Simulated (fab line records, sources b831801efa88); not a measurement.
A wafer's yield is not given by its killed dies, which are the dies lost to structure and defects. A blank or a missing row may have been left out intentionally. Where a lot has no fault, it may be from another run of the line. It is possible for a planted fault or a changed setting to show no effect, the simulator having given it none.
Matching of chambers | flow sky130 | 4 sister chambers for SKY_PAD_OPEN_ETCH_07 on rieDiel-01
The step etches the open film in CF4/O2, stops on AlCu, target depth 725 nm, time 161.1 s. 8 wafers are shown with their chamber, then 12 later ones without.

## WAFERS WITH THEIR CHAMBER
wafer  | chamber | drypumpMotorCurrentA (A) | O2_flow_sccm (sccm)
L076.4 | 1       | 5.5                      | 10.022
L078.5 | 1       | 5.5                      | 10.050
L082.5 | 2       | 6.1                      | 10.029
L083.2 | 3       | 5.5                      | 9.987
L083.4 | 3       | 5.5                      | 10.007
L085.2 | 2       | 6.2                      | 10.031
L085.3 | 0       | 4.9                      | 9.936
L085.5 | 0       | 4.9                      | 9.954

## WAFERS WHOSE CHAMBER IS MISSING
wafer  | drypumpMotorCurrentA (A) | O2_flow_sccm (sccm)
L088.2 | 5.5                      | 9.973
L088.4 | 5.5                      | 10.025
L088.6 | 5.5                      | 10.021
L091.1 | 5.6                      | 9.997
L091.3 | 6.2                      | 10.058
L091.4 | 4.9                      | 10.021
L092.1 | 5.5                      | 10.006
L092.2 | 4.9                      | 9.972
L092.6 | 6.1                      | 10.004
L094.2 | 4.9                      | 9.967
L094.4 | 5.5                      | 9.996
L094.5 | 5.5                      | 10.034

## CHAMBER TAKEN BY EACH
wafer  | from the rows above     | in truth
L088.2 | 3                       | 3
L088.4 | can't be placed: 1 or 3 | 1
L088.6 | can't be placed: 1 or 3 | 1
L091.1 | can't be placed: 3 or 1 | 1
L091.3 | 2                       | 2
L091.4 | 0                       | 0
L092.1 | can't be placed: 3 or 1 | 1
L092.2 | 0                       | 0
L092.6 | 2                       | 2
L094.2 | 0                       | 0
L094.4 | 3                       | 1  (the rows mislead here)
L094.5 | 1                       | 1
Placed correctly: 7 of 12. Cannot be placed on the basis of these rows: 4; the candidates contain the true chamber in 4. Placed wrongly: 1.
How it was worked out, from the rows above alone: a wafer's distance from a chamber is the root of the sum, over the readings, of the square of ((its reading less the chamber's mean) divided by the reading's scatter). The wafer belongs to the nearest chamber; if the next one is less than 2 further off, it can't be placed. A chamber's mean is the mean of its shown wafers. The scatter: take each reading less its chamber's mean, square it, sum over the shown wafers, divide by the number of wafers less the number of chambers, and take the root.
